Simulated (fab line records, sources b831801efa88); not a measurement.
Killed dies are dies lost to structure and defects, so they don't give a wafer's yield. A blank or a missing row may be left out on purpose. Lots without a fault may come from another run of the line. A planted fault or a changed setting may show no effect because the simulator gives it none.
fab line records | flow sky130
record lots=6 wafers=18 last_day=50
route steps=708 shown SONOS_TUNNEL@158 SONOS_ONO@168 PAD_OPEN@708
lots that met no fault: from a run of the same line without faults
start_h: hours from the record's first day to the start of the lot's first wafer shown | wait_h: hours since the lot's step before | " the same as in the row above | L1.1+2: a row that stands for several wafers | - no value, or no start given | * or withheld: withheld | < > ~ a bound
route shown NAME@n: a module of which the file shows steps, and the number in the route of the first | usual: mean/standard deviation of fault-free wafers | same: alike in all rows | chamber/n: place in a boat | sites: the reading at each site | _std_site: their standard deviation | _edge_site: outer sites' mean less inner sites' | radius_mm: how far each site lies from the wafer's centre | mask NAME#n: copy n | behind: the tool/chamber that last shaped the wafer | hold: why the lot was held/for how many hours/how that ended | device: the transistor (n, p or np) that didn't switch | end of line: the same wafers' tests at the end of the route | a step without rows: its recipe alone | killed: dies lost to structure and defects at the first sort, not the wafer's yield | map: a wafer's dies, x killed, . not, _ none there
set.NAME: the setting as run; set.NAME@STEP: as run at that earlier step | model.NAME: the simulator's own value behind a step, which no gauge read
lots at some steps of the route; a table a step, a row a wafer
services: from which hour (start_h, from the record's first day; less than 0 if before it) a tool's chamber was out of use, for how many hours, and why
## steps
# step SKY_SONOS_TUNNEL_EXPOSE_04
# recipe mask_id=TUNM na=0.6 source_shape=conventional sigma_outer=0.6 polarization=unpolarized target_cd_nm=410 dose_mj=136
# step SKY_SONOS_TUNNEL_PEB_05
# recipe temp_c=withheld time_s=* resist=NOVOLAK
# step SKY_SONOS_TUNNEL_DEVELOP_06
# recipe resist=NOVOLAK developer=TMAH develop_time_s=60 dev_temp_c=23
# step SKY_SONOS_TUNNEL_CD_MEAS_07
# recipe target_cd_nm=410
# usual cd_nm=410.2/2.3
# columns lot.wafer tool chamber start_h wait_h cd_nm
L295.1 cd_sem-01 - 266.04 0.1 412.5
L295.4 " - " " 412.8
L295.5 " - " " 413.6
L301.2 cd_sem-02 - 315.62 0.1 409.0
L301.4 " - " " 408.5
L301.5 " - " " 407.6
L303.2 cd_sem-01 - 330.22 0.1 415.2
L303.3 " - " " 413.3
L303.4 " - " " 413.0
L312.2 cd_sem-02 - 407.67 0.1 409.3
L312.3 " - " " 410.4
L312.4 " - " " 407.8
L313.3 cd_sem-02 - 414.84 0.1 411.5
L313.5 " - " " 411.9
L313.6 " - " " 412.1
L314.2 cd_sem-02 - 423.52 0.1 411.5
L314.3 " - " " 411.5
L314.5 " - " " 412.2
# step SKY_SONOS_TUNNEL_OVL_MEAS_08
# usual SONOS_TUNNEL_OVL=-1.0/1.6
# columns lot.wafer tool chamber start_h wait_h SONOS_TUNNEL_OVL[nm]
L295.1 overlay-01 - 266.16 0.1 -2.6
L295.4 " - " " -1.7
L295.5 " - " " -1.8
L301.2 overlay-01 - 315.73 0.1 1.2
L301.4 " - " " 2.7
L301.5 " - " " 0.9
L303.2 overlay-02 - 330.35 0.1 -2.6
L303.3 " - " " -2.3
L303.4 " - " " -1.6
L312.2 overlay-02 - 407.78 0.1 1.2
L312.3 " - " " -0.3
L312.4 " - " " -1.3
L313.3 overlay-02 - 414.93 0.1 -0.6
L313.5 " - " " -2.9
L313.6 " - " " -2.3
L314.2 overlay-01 - 423.63 0.1 0.1
L314.3 " - " " -0.9
L314.5 " - " " -0.4
# step SKY_SONOS_TUNNEL_IMPLANT_09
# recipe species=B energy_kev=20 dose_cm2=9.792e+11 tilt_deg=withheld
# step SKY_SONOS_TUNNEL_WET_ETCH_10
# recipe chemistry=dHF target_depth_nm=14 target=SiO2 dilution=100:1 temp_c=25 time_s=280
# step SKY_SONOS_TUNNEL_STRIP_11
# recipe chemistry=SPM time_s=600 temp_c=130
# step SKY_SONOS_TUNNEL_TW_MEAS_12
# usual SONOS_TUNNEL_TW=195.6/2.7
# columns lot.wafer tool chamber start_h wait_h SONOS_TUNNEL_TW
L295.1 film_metro-01 - 266.61 0.0 196.3
L295.4 " - " " 195.9
L295.5 " - " " 195.8
L301.2 film_metro-01 - 316.18 0.0 193.7
L301.4 " - " " 193.7
L301.5 " - " " 194.6
L303.2 film_metro-01 - 331.01 0.0 196.3
L303.3 " - " " 194.4
L303.4 " - " " 194.9
L312.2 film_metro-01 - 408.25 0.0 195.9
L312.3 " - " " 196.8
L312.4 " - " " 196.8
L313.3 film_metro-01 - 415.39 0.0 195.7
L313.5 " - " " 195.9
L313.6 " - " " 196.2
L314.2 film_metro-04 - 424.09 0.0 198.4
L314.3 " - " " 197.4
L314.5 " - " " 198.5
# step SKY_SONOS_TUNNEL_CLEAN_13
# recipe chemistry=dHF time_s=20 dilution=100:1 dry=ipa_marangoni
# step SKY_SONOS_ONO_OXIDATION_00
# recipe temp_c=800 ambient=O2 idle_temp_c=700 ramp_up_c_per_min=10 ramp_down_c_per_min=3 stabilise_s=600 purge_s=300 target_thk_a=26 ox_time_s=1249
# step SKY_SONOS_ONO_THK_MEAS_01
# recipe reads=SiO2_of_SONOS_ONO_OXIDATION_00
# usual SONOS_ONO_OXIDATION_THK=2.60/0.052
# columns lot.wafer tool chamber start_h wait_h SONOS_ONO_OXIDATION_THK[nm]
L295.1 film_metro-01 - 269.94 0.0 2.58
L295.4 " - " " 2.55
L295.5 " - " " 2.63
L301.2 film_metro-02 - 317.99 0.0 2.54
L301.4 " - " " 2.59
L301.5 " - " " 2.67
L303.2 film_metro-04 - 333.33 0.0 2.62
L303.3 " - " " 2.54
L303.4 " - " " 2.69
L312.2 film_metro-04 - 412.04 0.0 2.55
L312.3 " - " " 2.59
L312.4 " - " " 2.61
L313.3 film_metro-01 - 417.54 0.0 2.65
L313.5 " - " " 2.59
L313.6 " - " " 2.63
L314.2 film_metro-01 - 426.00 0.0 2.55
L314.3 " - " " 2.60
L314.5 " - " " 2.53
# step SKY_SONOS_ONO_CVD_02
# recipe material=Si3N4 precursor=DCS/NH3 target_thk_nm=10.5 temp_c=770 time_s=180 pressure_mtorr=250
# usual pressure_mtorr=250.1/0.48
# columns lot.wafer tool chamber start_h wait_h pressure_mtorr model.Si3N4_of_SONOS_ONO_CVD_02.thk_nm
L295.1 lpcvd-02 1 270.00 0.1 250.7 10.56
L295.4 " 1 " " 250.1 10.65
L295.5 " 1 " " 249.8 10.68
L301.2 lpcvd-02 1 327.73 9.7 200.2 9.473
L301.4 " 1 " " 201.1 9.491
L301.5 " 1 " " 200.0 9.497
L303.2 lpcvd-02 1 334.91 1.6 200.4 9.87
L303.3 " 1 " " 200.1 9.989
L303.4 " 1 " " 200.8 9.902
L312.2 lpcvd-02 1 413.20 1.2 249.8 10.41
L312.3 " 1 " " 250.5 10.44
L312.4 " 1 " " 250.0 10.42
L313.3 lpcvd-02 0 418.66 1.1 250.5 10.72
L313.5 " 0 " " 250.1 10.58
L313.6 " 0 " " 249.7 10.6
L314.2 lpcvd-02 1 426.05 0.0 250.0 10.53
L314.3 " 1 " " 249.9 10.71
L314.5 " 1 " " 250.2 10.71
# step SKY_SONOS_ONO_THK_MEAS_03
# recipe reads=Si3N4_of_SONOS_ONO_CVD_02
# usual SONOS_ONO_CVD_02_THK=10.53/0.17
# columns lot.wafer tool chamber start_h wait_h SONOS_ONO_CVD_02_THK[nm]
L295.1 film_metro-04 - 271.05 0.0 10.60
L295.4 " - " " 10.67
L295.5 " - " " 10.67
L301.2 film_metro-01 - 328.79 0.0 9.50
L301.4 " - " " 9.48
L301.5 " - " " 9.49
L303.2 film_metro-04 - 335.97 0.0 9.82
L303.3 " - " " 9.99
L303.4 " - " " 9.90
L312.2 film_metro-04 - 414.26 0.0 10.46
L312.3 " - " " 10.46
L312.4 " - " " 10.46
L313.3 film_metro-01 - 419.73 0.0 10.68
L313.5 " - " " 10.61
L313.6 " - " " 10.60
L314.2 film_metro-02 - 427.11 0.0 10.49
L314.3 " - " " 10.70
L314.5 " - " " 10.69
# step SKY_SONOS_ONO_CVD_04
# recipe material=SiO2 precursor=SiH4/N2O target_thk_nm=5.7199 temp_c=900 pressure_mtorr=400
# step SKY_PAD_OPEN_PROBE_99
# usual killed_at_M0_to_M3=42/7 killed_at_M4_up=3.2/1.6 killed_at_contacts=24/5.8 killed_at_front_end=16/4.3 killed_at_other=0.3/0.62 killed_dies=86/9.5 killed_on_rim=17/3.7 killed_open=46/6.4 killed_short=39/6.3
# same gross_dies=492 killed_at_back_side=0
# columns lot.wafer tool chamber start_h wait_h killed_at_M0_to_M3 killed_at_M4_up killed_at_contacts killed_at_front_end killed_at_other killed_dies killed_on_rim killed_open killed_short model.etest.cap_ono.gate_log10_a_cm2 model.etest.cap_ono.tox_acc_nm model.etest.sonos_programmed.vt_v model.etest.sonos_erased.vt_v model.etest.sonos_baked.vt_v model.etest.sonos_baked.vt_less_v
L295.1 prober-02 - 1092.06 0.1 38 3 16 17 0 74 14 38 35 -7.908 12.88 1.481 -2.325 0.9457 -0.5356
L295.4 prober-02 - 1092.21 0.2 52 2 25 14 1 94 18 53 41 -7.864 12.79 1.455 -2.33 0.9929 -0.4624
L295.5 prober-02 - 1092.26 0.2 53 0 20 18 0 91 22 54 37 -8.003 12.88 1.446 -2.191 0.9738 -0.4722
L301.2 prober-01 - 1136.52 0.1 52 3 23 7 0 85 14 43 42 -7.25 12.32 1.72 -2.482 1.088 -0.6324
L301.4 prober-01 - 1136.62 0.2 39 3 33 13 1 89 20 49 39 -7.218 12.3 1.764 -2.465 1.111 -0.6526
L301.5 prober-01 - 1136.67 0.2 38 4 29 11 0 82 20 51 31 -7.277 12.36 1.718 -2.456 1.098 -0.6197
L303.2 prober-02 - 1140.21 0.1 46 5 20 6 1 78 23 36 42 -7.643 12.71 1.57 -2.297 1.01 -0.5594
L303.3 prober-02 - 1140.26 0.2 39 2 13 20 1 75 17 37 38 -7.782 12.72 1.559 -2.377 0.9667 -0.5921
L303.4 prober-02 - 1140.31 0.2 34 1 25 15 0 75 21 42 33 -7.744 12.75 1.581 -2.308 0.9761 -0.6046
L312.2 prober-01 - 1187.22 0.1 41 2 21 12 0 76 16 49 27 -7.864 12.87 1.481 -2.315 0.9253 -0.5555
L312.3 prober-01 - 1187.27 0.2 40 4 29 23 0 96 27 47 49 -7.827 12.86 1.481 -2.314 0.9778 -0.5033
L312.4 prober-01 - 1187.32 0.2 43 4 31 17 2 97 19 47 50 -7.847 12.78 1.496 -2.317 0.9994 -0.4961
L313.3 prober-02 - 1188.91 0.2 35 6 30 15 0 86 15 42 44 -7.992 12.96 1.449 -2.245 0.9483 -0.5003
L313.5 prober-02 - 1189.01 0.2 42 3 24 23 0 92 18 46 46 -7.849 12.78 1.507 -2.283 0.9758 -0.5314
L313.6 prober-02 - 1189.06 0.2 45 3 21 16 2 87 21 40 46 -8.053 12.9 1.416 -2.255 0.9283 -0.4877
L314.2 prober-01 - 1194.02 0.1 33 1 31 18 0 83 14 47 36 -8.256 13.19 1.327 -2.107 0.8607 -0.4663
L314.3 prober-01 - 1194.07 0.2 51 4 18 25 0 98 20 49 49 -8.415 13.26 1.196 -2.158 0.7748 -0.4209
L314.5 prober-01 - 1194.17 0.2 46 2 31 19 0 98 23 50 48 -8.492 13.33 1.209 -2.119 0.8135 -0.3956
# killed by level:class
L295.1 VIA2:geometric_particle:open=10 POLY_GATE:geometric_particle:short=8 POLY_GATE:geometric_particle:open=6 CONTACT:geometric_particle:open=6 VIA1:geometric_particle:open=6 VIA1:geometric_particle:short=4 VIA3:geometric_particle:open=4 LOCAL_INTERCONNECT:geometric_particle:short=3
L295.4 VIA1:geometric_particle:open=14 VIA2:geometric_particle:open=8 VIA3:geometric_particle:open=8 CONTACT:geometric_particle:open=6 VIA1:geometric_particle:short=6 POLY_GATE:geometric_particle:open=5 LI_CONTACT:geometric_particle:open=5 METAL1:geometric_particle:short=5
L295.5 VIA3:geometric_particle:open=12 VIA1:geometric_particle:open=11 VIA2:geometric_particle:open=9 CONTACT:geometric_particle:open=7 FIELD_ISO:geometric_particle:short=5 POLY_GATE:geometric_particle:short=5 LI_CONTACT:geometric_particle:open=5 METAL1:geometric_particle:short=5
L301.2 METAL2:geometric_particle:short=13 VIA1:geometric_particle:open=9 LI_CONTACT:geometric_particle:open=9 VIA3:geometric_particle:open=8 CONTACT:geometric_particle:open=6 METAL1:geometric_particle:short=6 CONTACT:geometric_particle:short=5 FIELD_ISO:geometric_particle:open=3
L301.4 LI_CONTACT:geometric_particle:open=10 CONTACT:geometric_particle:open=10 METAL1:geometric_particle:short=10 VIA1:geometric_particle:open=8 CONTACT:geometric_particle:short=6 VIA3:geometric_particle:open=6 VIA2:geometric_particle:open=5 FIELD_ISO:geometric_particle:short=4
L301.5 VIA1:geometric_particle:open=10 VIA3:geometric_particle:open=10 CONTACT:geometric_particle:open=8 LI_CONTACT:geometric_particle:open=6 LOCAL_INTERCONNECT:geometric_particle:short=5 LOCAL_INTERCONNECT:geometric_particle:open=5 POLY_GATE:geometric_particle:short=4 METAL4:geometric_particle:short=4
L303.2 METAL1:geometric_particle:short=11 LOCAL_INTERCONNECT:geometric_particle:short=7 VIA1:geometric_particle:open=7 VIA2:geometric_particle:open=6 METAL3:geometric_particle:short=5 CONTACT:geometric_particle:open=5 METAL2:geometric_particle:short=5 METAL2:geometric_particle:open=4
L303.3 METAL1:geometric_particle:short=8 VIA1:geometric_particle:short=8 FIELD_ISO:geometric_particle:open=7 VIA1:geometric_particle:open=6 VIA2:geometric_particle:open=6 POLY_GATE:geometric_particle:short=4 POLY_GATE:geometric_particle:open=4 LOCAL_INTERCONNECT:geometric_particle:short=4
L303.4 CONTACT:geometric_particle:open=8 VIA1:geometric_particle:open=7 METAL2:geometric_particle:short=6 POLY_GATE:geometric_particle:open=5 LI_CONTACT:geometric_particle:open=5 LOCAL_INTERCONNECT:geometric_particle:short=5 POLY_GATE:geometric_particle:short=4 VIA2:geometric_particle:open=4
L312.2 VIA1:geometric_particle:open=12 CONTACT:geometric_particle:open=10 VIA3:geometric_particle:open=6 LI_CONTACT:geometric_particle:open=5 VIA2:geometric_particle:open=5 FIELD_ISO:geometric_particle:short=4 METAL1:geometric_particle:short=4 METAL2:geometric_particle:short=4
L312.3 VIA1:geometric_particle:open=12 CONTACT:geometric_particle:open=9 FIELD_ISO:geometric_particle:open=7 CONTACT:geometric_particle:short=7 POLY_GATE:geometric_particle:short=6 LI_CONTACT:geometric_particle:short=6 VIA1:geometric_particle:short=6 VIA3:geometric_particle:open=5
L312.4 CONTACT:geometric_particle:open=9 VIA1:geometric_particle:open=9 CONTACT:geometric_particle:short=8 VIA3:geometric_particle:open=7 LI_CONTACT:geometric_particle:open=5 FIELD_ISO:geometric_particle:short=5 LI_CONTACT:geometric_particle:short=5 METAL1:geometric_particle:short=5
L313.3 VIA1:geometric_particle:open=9 CONTACT:geometric_particle:open=8 LI_CONTACT:geometric_particle:open=8 CONTACT:geometric_particle:short=7 VIA3:geometric_particle:short=7 VIA1:geometric_particle:short=5 VIA3:geometric_particle:open=4 FIELD_ISO:geometric_particle:open=3
L313.5 CONTACT:geometric_particle:open=10 VIA1:geometric_particle:short=10 FIELD_ISO:geometric_particle:short=8 VIA3:geometric_particle:open=7 LI_CONTACT:geometric_particle:open=6 VIA1:geometric_particle:open=6 VIA2:geometric_particle:open=6 FIELD_ISO:geometric_particle:open=5
L313.6 CONTACT:geometric_particle:open=10 METAL1:geometric_particle:short=8 VIA1:geometric_particle:open=7 VIA2:geometric_particle:open=7 VIA3:geometric_particle:short=6 METAL2:geometric_particle:short=5 FIELD_ISO:geometric_particle:short=4 VIA2:geometric_particle:short=4
L314.2 CONTACT:geometric_particle:open=13 LI_CONTACT:geometric_particle:open=7 VIA1:geometric_particle:open=6 VIA2:geometric_particle:open=6 FIELD_ISO:geometric_particle:short=5 POLY_GATE:geometric_particle:short=5 LOCAL_INTERCONNECT:geometric_particle:short=5 CONTACT:geometric_particle:short=5
L314.3 POLY_GATE:geometric_particle:short=10 VIA2:geometric_particle:open=10 VIA3:geometric_particle:open=9 CONTACT:geometric_particle:open=9 METAL1:geometric_particle:short=8 VIA1:geometric_particle:open=7 FIELD_ISO:geometric_particle:open=5 METAL2:geometric_particle:short=5
L314.5 VIA2:geometric_particle:open=10 LOCAL_INTERCONNECT:geometric_particle:short=8 CONTACT:geometric_particle:open=8 LI_CONTACT:geometric_particle:open=7 VIA3:geometric_particle:open=7 CONTACT:geometric_particle:short=6 METAL1:geometric_particle:short=6 METAL2:geometric_particle:short=6
## services
# columns tool chamber start_h hours kind
lpcvd-02 - 315.61 4.3 pm
lpcvd-02 - 319.94 6.0 pm
## key
first_sign step=SKY_SONOS_ONO_CVD_02 reading=pressure_mtorr direction=down sigmas=99+ usual=250.1 struck=200.4
effect step=SKY_SONOS_ONO_THK_MEAS_03 reading=SONOS_ONO_CVD_02_THK direction=down sigmas=5 usual=10.53 struck=9.70
model_effect step=SKY_SONOS_ONO_CVD_02 value=Si3N4_of_SONOS_ONO_CVD_02.thk_nm without=10.38 struck=9.704
model_effect step=SKY_PAD_OPEN_PROBE_99 value=etest.cap_ono.gate_log10_a_cm2 without=-7.931 struck=-7.486
met_at SKY_SONOS_ONO_CVD_02
struck_wafers L301.2,L301.4,L301.5,L303.2,L303.3,L303.4
tester_left_out L301,L303
onset_between 270.00 327.73
fault kind=process_parameter_drift tool=lpcvd-02 chamber=1 onset_h=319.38 steps=SKY_SONOS_ONO_CVD_02 channel=pressure_mtorr offset=-50 shape=step end_h=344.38 acts_in=these_recipes_only stated=250
# tester_left_out: of these lots the tester's yield and bins aren't shown, on N5 and GAA mostly nor the transistor test; their killed dies are dies lost to structure and defects alone, not to doping, threshold or leakage, so they don't give the yield
